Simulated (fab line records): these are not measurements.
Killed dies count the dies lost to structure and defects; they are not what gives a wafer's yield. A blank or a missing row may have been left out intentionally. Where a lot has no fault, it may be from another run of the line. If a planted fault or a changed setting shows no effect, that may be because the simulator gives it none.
Which tool did it? ; flow sky130 ; Sampling: 24 lots, 72 wafers, 6 of 708 route steps

## WHAT EACH GAUGE READ, for each wafer
SKY_VIA3_THK_MEAS_23: measures by xrf.
lot;measured;on;VIA3_W_THK (nm)
L074;day 39 21:11;filmMetro-01;391 391 399
L075;day 39 23:12;filmMetro-03;398 395 392
L076;day 40 08:26;filmMetro-02;403 399 402
L077;day 40 18:46;filmMetro-03;388 393 390
L078;day 41 02:44;filmMetro-01;399 394 398
L079;day 41 06:17;filmMetro-01;404 408 403
L080;day 41 22:11;filmMetro-02;405 404 402
L081;day 42 07:35;filmMetro-03;402 394 392
L082;day 42 07:37;filmMetro-01;393 396 395
L083;day 42 09:41;filmMetro-01;391 399 396
L084;day 43 00:53;filmMetro-01;378 386 380
L085;day 43 13:08;filmMetro-03;396 391 393
L086;day 43 16:54;filmMetro-03;387 391 392
L087;day 43 18:11;filmMetro-03;391 401 389
L089;day 44 18:43;filmMetro-01;393 396 395
L091;day 44 20:54;filmMetro-01;392 390 394
L090;day 44 23:32;filmMetro-01;392 384 391
L088;day 44 23:28;filmMetro-02;398 402 393
L092;day 45 05:35;filmMetro-01;382 391 380
L093;day 45 05:50;filmMetro-03;398 400 405
L094;day 45 10:37;filmMetro-02;413 414 411
L095;day 45 13:27;filmMetro-02;404 407 399
L096;day 46 03:23;filmMetro-01;390 379 388
L097;day 46 05:35;filmMetro-03;397 395 399

SKY_VIA4_OVL_MEAS_11.
lot;measured;on;VIA4_OVL (nm)
L074;day 42 23:11;overlay-02;-0.2 -0.2 1.0
L075;day 43 00:14;overlay-02;-1.8 -1.3 -1.5
L076;day 43 09:29;overlay-01;0.3 -0.9 -1.0
L077;day 43 20:26;overlay-02;-2.0 -0.2 0.0
L078;day 44 04:44;overlay-02;1.0 1.3 0.1
L079;day 44 08:14;overlay-01;1.3 -0.5 0.7
L080;day 44 21:14;overlay-02;-1.4 -0.3 0.2
L081;day 45 06:26;overlay-02;0.1 2.0 0.0
L082;day 45 06:29;overlay-01;1.1 1.1 0.8
L083;day 45 08:14;overlay-02;0.9 2.3 1.7
L084;day 45 22:41;overlay-02;0.7 0.4 -1.0
L085;day 46 09:21;overlay-02;-1.6 0.0 -0.9
L086;day 46 11:32;overlay-01;0.3 -1.5 -0.5
L087;day 46 12:44;overlay-01;-0.9 0.8 0.1
L089;day 47 10:59;overlay-01;0.2 -1.3 0.0
L091;day 47 14:14;overlay-01;0.0 2.1 0.2
L090;day 47 15:10;overlay-02;1.4 0.7 0.6
L088;day 47 14:50;overlay-01;1.5 0.3 1.0
L092;day 47 22:08;overlay-02;0.5 -2.4 0.6
L093;day 47 22:26;overlay-02;0.3 0.3 0.7
L094;day 48 02:38;overlay-01;0.1 -0.2 -1.5
L095;day 48 05:32;overlay-01;-2.0 -1.6 -1.0
L096;day 48 15:59;overlay-02;-3.1 -1.7 -0.7
L097;day 48 20:41;overlay-01;0.5 -0.1 -0.1

## EACH LOT AND THE TOOL THAT RAN IT (in order: tool; ch and the chambers of the sampled wafers; start)
lot;SKY_CONTACT_STRIP_19;SKY_METAL1_SPUTTER_02;SKY_METAL4_SPUTTER_01;SKY_CAP2M_SPUTTER_02
L074;plasmaAsher-03 ch 0,1, day 31 17:43;pvdSputter-01, day 31 19:00;pvdSputter-04, day 39 21:34;pvdSputter-01, day 39 21:46
L075;plasmaAsher-02 ch 0,1, day 31 21:46;pvdSputter-04, day 31 23:03;pvdSputter-02, day 39 23:35;pvdSputter-03, day 39 23:47
L076;plasmaAsher-04 ch 0,1, day 32 06:44;pvdSputter-04, day 32 08:01;pvdSputter-02, day 40 08:49;pvdSputter-01, day 40 09:02
L077;plasmaAsher-02 ch 0, day 32 17:26;pvdSputter-01, day 32 18:44;pvdSputter-04, day 40 19:08;pvdSputter-03, day 40 19:21
L078;plasmaAsher-02 ch 0,1, day 33 03:10;pvdSputter-01, day 33 04:29;pvdSputter-04, day 41 03:50;pvdSputter-01, day 41 04:02
L079;plasmaAsher-02 ch 0,1, day 33 07:52;pvdSputter-03, day 33 09:10;pvdSputter-03, day 41 07:08;pvdSputter-04, day 41 07:20
L080;plasmaAsher-03 ch 0, day 34 00:10;pvdSputter-01, day 34 01:28;pvdSputter-04, day 41 22:35;pvdSputter-01, day 41 22:47
L081;plasmaAsher-04 ch 0,1, day 34 05:23;pvdSputter-01, day 34 06:41;pvdSputter-04, day 42 07:58;pvdSputter-03, day 42 08:10
L082;plasmaAsher-04 ch 0,1, day 34 10:08;pvdSputter-01, day 34 11:28;pvdSputter-02, day 42 07:59;pvdSputter-01, day 42 08:11
L083;plasmaAsher-03 ch 0,1, day 34 13:34;pvdSputter-04, day 34 14:51;pvdSputter-04, day 42 10:04;pvdSputter-01, day 42 10:16
L084;plasmaAsher-04 ch 1, day 35 07:23;pvdSputter-01, day 35 08:41;pvdSputter-03, day 43 01:16;pvdSputter-01, day 43 01:29
L085;plasmaAsher-03 ch 0,1, day 35 21:10;pvdSputter-03, day 35 22:30;pvdSputter-02, day 43 13:30;pvdSputter-04, day 43 13:44
L086;plasmaAsher-04 ch 0,1, day 36 02:38;pvdSputter-03, day 36 03:55;pvdSputter-02, day 43 17:17;pvdSputter-03, day 43 17:29
L087;plasmaAsher-04 ch 0,1, day 36 03:37;pvdSputter-01, day 36 04:55;pvdSputter-04, day 43 18:35;pvdSputter-01, day 43 18:48
L089;plasmaAsher-04 ch 0,1, day 37 09:05;pvdSputter-03, day 37 10:26;pvdSputter-04, day 44 19:06;pvdSputter-03, day 44 19:19
L091;plasmaAsher-03 ch 0,1, day 37 09:54;pvdSputter-03, day 37 11:14;pvdSputter-04, day 44 21:16;pvdSputter-03, day 44 21:29
L090;plasmaAsher-04 ch 0,1, day 37 10:43;pvdSputter-03, day 37 12:01;pvdSputter-02, day 44 23:53;pvdSputter-04, day 45 00:06
L088;plasmaAsher-03 ch 0,1, day 37 12:50;pvdSputter-01, day 37 14:10;pvdSputter-04, day 44 23:51;pvdSputter-03, day 45 00:04
L092;plasmaAsher-03 ch 0,1, day 37 17:47;pvdSputter-04, day 37 19:11;pvdSputter-04, day 45 05:58;pvdSputter-01, day 45 06:11
L093;plasmaAsher-02 ch 0,1, day 37 19:17;pvdSputter-03, day 37 20:41;pvdSputter-04, day 45 06:26;pvdSputter-01, day 45 06:38
L094;plasmaAsher-04 ch 0,1, day 38 00:40;pvdSputter-01, day 38 02:04;pvdSputter-02, day 45 10:59;pvdSputter-04, day 45 11:11
L095;plasmaAsher-03 ch 0,1, day 38 06:19;pvdSputter-01, day 38 07:37;pvdSputter-03, day 45 13:49;pvdSputter-04, day 45 14:01
L096;plasmaAsher-04 ch 0,1, day 38 21:02;pvdSputter-03, day 38 22:27;pvdSputter-03, day 46 03:46;pvdSputter-04, day 46 03:59
L097;plasmaAsher-04 ch 0,1, day 38 22:13;pvdSputter-01, day 38 23:31;pvdSputter-03, day 46 06:43;pvdSputter-04, day 46 06:55
- SKY_CONTACT_STRIP_19: strips in O2/N2.
- SKY_METAL1_SPUTTER_02: material AlCu, target thk 250 nm, time 13.3 s.
- SKY_METAL4_SPUTTER_01: material TiN, target thk 20 nm, time 16.7 s.
- SKY_CAP2M_SPUTTER_02: material TiN, target thk 200 nm, time 166.7 s.

## AS READ BY THE TOOLS THEMSELVES (means over the sampled wafers that have a number; for cases with no such wafer, the mark the record gives instead)
SKY_CONTACT_STRIP_19.
lot;tool;drypumpMotorCurrentA (A);oesProductAu (a.u.);stripTimeToEndpointS (s)
L074;plasmaAsher-03;6.2;0.384;3.636
L075;plasmaAsher-02;5.2;0.381;3.600
L076;plasmaAsher-04;5.8;0.380;3.604
L077;plasmaAsher-02;5.1;0.388;3.622
L078;plasmaAsher-02;5.1;0.380;3.624
L079;plasmaAsher-02;5.2;0.379;3.599
L080;plasmaAsher-03;6.3;0.381;3.616
L081;plasmaAsher-04;5.8;0.383;3.584
L082;plasmaAsher-04;5.8;0.384;3.627
L083;plasmaAsher-03;6.0;0.382;3.607
L084;plasmaAsher-04;5.5;0.380;3.609
L085;plasmaAsher-03;6.1;0.384;3.617
L086;plasmaAsher-04;6.0;0.384;3.650
L087;plasmaAsher-04;6.0;0.382;3.628
L089;plasmaAsher-04;6.0;0.382;3.570
L091;plasmaAsher-03;6.1;0.379;3.584
L090;plasmaAsher-04;6.0;0.383;3.646
L088;plasmaAsher-03;6.2;0.379;3.596
L092;plasmaAsher-03;6.2;0.380;3.568
L093;plasmaAsher-02;5.2;0.378;3.627
L094;plasmaAsher-04;5.8;0.379;3.600
L095;plasmaAsher-03;6.2;0.384;3.603
L096;plasmaAsher-04;5.8;0.385;3.620
L097;plasmaAsher-04;5.8;0.380;3.637

SKY_METAL1_SPUTTER_02.
lot;tool;chamberPressurePa (Pa);throttleValvePct (%)
L074;pvdSputter-01;0.4000;31.0
L075;pvdSputter-04;0.3995;30.6
L076;pvdSputter-04;0.3993;31.3
L077;pvdSputter-01;0.4001;30.5
L078;pvdSputter-01;0.3998;31.6
L079;pvdSputter-03;0.4002;30.9
L080;pvdSputter-01;0.3995;30.4
L081;pvdSputter-01;0.4005;30.4
L082;pvdSputter-01;0.4003;31.1
L083;pvdSputter-04;0.3995;31.1
L084;pvdSputter-01;0.4000;29.5
L085;pvdSputter-03;0.3995;30.7
L086;pvdSputter-03;0.3998;31.4
L087;pvdSputter-01;0.4000;31.0
L089;pvdSputter-03;0.3996;30.0
L091;pvdSputter-03;0.3997;32.0
L090;pvdSputter-03;0.3998;30.0
L088;pvdSputter-01;0.4003;29.6
L092;pvdSputter-04;0.4008;31.7
L093;pvdSputter-03;0.3998;30.5
L094;pvdSputter-01;0.3999;31.1
L095;pvdSputter-01;0.4002;31.5
L096;pvdSputter-03;0.4002;30.7
L097;pvdSputter-01;0.4001;30.9

SKY_METAL4_SPUTTER_01.
lot;tool;chamberPressurePa (Pa);throttleValvePct (%)
L074;pvdSputter-04;0.4004;31.2
L075;pvdSputter-02;0.3996;29.8
L076;pvdSputter-02;0.3998;30.1
L077;pvdSputter-04;0.4002;30.2
L078;pvdSputter-04;0.3997;31.0
L079;pvdSputter-03;0.4002;32.1
L080;pvdSputter-04;0.3994;30.2
L081;pvdSputter-04;0.4006;30.8
L082;pvdSputter-02;0.4003;30.5
L083;pvdSputter-04;0.3995;31.1
L084;pvdSputter-03;0.3997;31.5
L085;pvdSputter-02;0.4001;30.0
L086;pvdSputter-02;0.4000;30.4
L087;pvdSputter-04;0.3997;31.8
L089;pvdSputter-04;0.3998;31.8
L091;pvdSputter-04;0.4002;31.6
L090;pvdSputter-02;0.4001;29.3
L088;pvdSputter-04;0.3994;31.0
L092;pvdSputter-04;0.3987;31.8
L093;pvdSputter-04;0.4007;31.8
L094;pvdSputter-02;0.4003;29.5
L095;pvdSputter-03;0.4004;31.2
L096;pvdSputter-03;0.3996;30.8
L097;pvdSputter-03;0.4002;30.9

SKY_CAP2M_SPUTTER_02.
lot;tool;chamberPressurePa (Pa);throttleValvePct (%)
L074;pvdSputter-01;0.4004;30.6
L075;pvdSputter-03;0.3999;31.1
L076;pvdSputter-01;0.3993;30.2
L077;pvdSputter-03;0.4003;31.3
L078;pvdSputter-01;0.4006;31.1
L079;pvdSputter-04;0.3995;30.9
L080;pvdSputter-01;0.4006;30.4
L081;pvdSputter-03;0.3997;30.7
L082;pvdSputter-01;0.4002;30.9
L083;pvdSputter-01;0.4004;31.1
L084;pvdSputter-01;0.3998;31.0
L085;pvdSputter-04;0.3998;30.5
L086;pvdSputter-03;0.4000;30.9
L087;pvdSputter-01;0.3995;30.6
L089;pvdSputter-03;0.3995;30.7
L091;pvdSputter-03;0.3996;31.4
L090;pvdSputter-04;0.3997;31.6
L088;pvdSputter-03;0.3995;31.3
L092;pvdSputter-01;0.4001;31.3
L093;pvdSputter-01;0.4003;30.7
L094;pvdSputter-04;0.3990;30.4
L095;pvdSputter-04;0.4000;31.8
L096;pvdSputter-04;0.4001;30.9
L097;pvdSputter-04;0.4011;32.3

## THE ANSWER, worked out from the rows above alone
Rule: what is usual is taken from the lots themselves. Put in order of their means at a reading, lots are off if they are a third of the lots or fewer, leave a main group of 4 or more, and stand apart from it by a gap of 3 or more times the standard deviation of the main group's means; of several such gaps the widest counts. If all means in a main group match to the digits the tables above print for the reading, that group is not used. A lot without any number at a reading at which 4 lots or more have one is off too. Any other lot the step has rows for is counted as sound. After the gauges, taken in route order, come the tools' own readings; for these a lot's mean is taken, as printed above. The first step at which some lot is off is used, and at that step the reading that is off furthest; a lot without a number counts as furthest.
No lot is off at any reading shown: from this, nothing can be told.

## WHAT THE SIMULATOR HAD PUT IN
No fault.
